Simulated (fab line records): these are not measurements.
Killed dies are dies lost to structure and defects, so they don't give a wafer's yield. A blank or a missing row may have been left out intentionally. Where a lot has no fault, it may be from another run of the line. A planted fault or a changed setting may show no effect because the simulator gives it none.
2 desks, one fault    flow sky130    every desk sees just its own numbers, and what lay behind them comes last

TOOL OWNER'S DESK, litho-track-04
The tool's own readings at SKY_LOCAL_INTERCONNECT_DEVELOP_10 (develop time 60 s): means of the sampled wafers that have a number, for each lot that ran on this tool. The brackets show how far a lot's mean lies from the usual mean; more than 4 standard deviations puts the lot out of limits, marked OUT.
Columns: A = chill-plate-temp-C at SKY_LOCAL_INTERCONNECT_DEVELOP_10, usual 22.99 C; B = resist-line-temp-C at SKY_LOCAL_INTERCONNECT_DEVELOP_10, usual 22.98 C
lot   first seen here  A      B
L375  day 34 14:00     22.98  23.01
L384  day 36 23:00     22.95  22.90
L386  day 37 21:00     22.93  23.17
This desk's finding: nothing out of limits on any of the 3 lots.

FROM THE METROLOGY DESK
What the gauges read, lot by lot, whatever tool the lot ran on: means of the sampled wafers that have a number. The brackets show how far a lot's mean lies from the usual mean; more than 4 standard deviations puts the lot out of limits, marked OUT.
Columns: A = LI_CONTACT_W_THK at SKY_LI_CONTACT_THK_MEAS_23, usual 409 nm; B = LOCAL_INTERCONNECT_TIN_RS at SKY_LOCAL_INTERCONNECT_RS_MEAS_01, usual 14.01 ohm/sq; C = LOCAL_INTERCONNECT_TIN_THK at SKY_LOCAL_INTERCONNECT_THK_MEAS_02, usual 100.8 nm; D = cd-nm at SKY_LOCAL_INTERCONNECT_CD_MEAS_11, usual 170.4 nm
lot   first seen here  A    B      C      D
L363  day 29 06:40     410  14.17  100.0  171.6
L375  day 33 11:15     415  13.88  101.5  168.7
L379  day 34 11:13     403  14.01  101.0  -
L380  day 34 14:31     410  14.02  99.8   -
L381  day 34 16:31     408  13.77  103.2  -
L384  day 35 20:09     403  13.94  101.5  169.6
L386  day 36 17:59     411  13.76  102.5  169.8
This desk's finding: nothing out of limits on any of the 7 lots.

TAKEN TOGETHER
The desk of the tool owner found nothing out of limits.
The metrology desk saw nothing out of limits.

WHAT THE SIMULATOR HAD INSERTED
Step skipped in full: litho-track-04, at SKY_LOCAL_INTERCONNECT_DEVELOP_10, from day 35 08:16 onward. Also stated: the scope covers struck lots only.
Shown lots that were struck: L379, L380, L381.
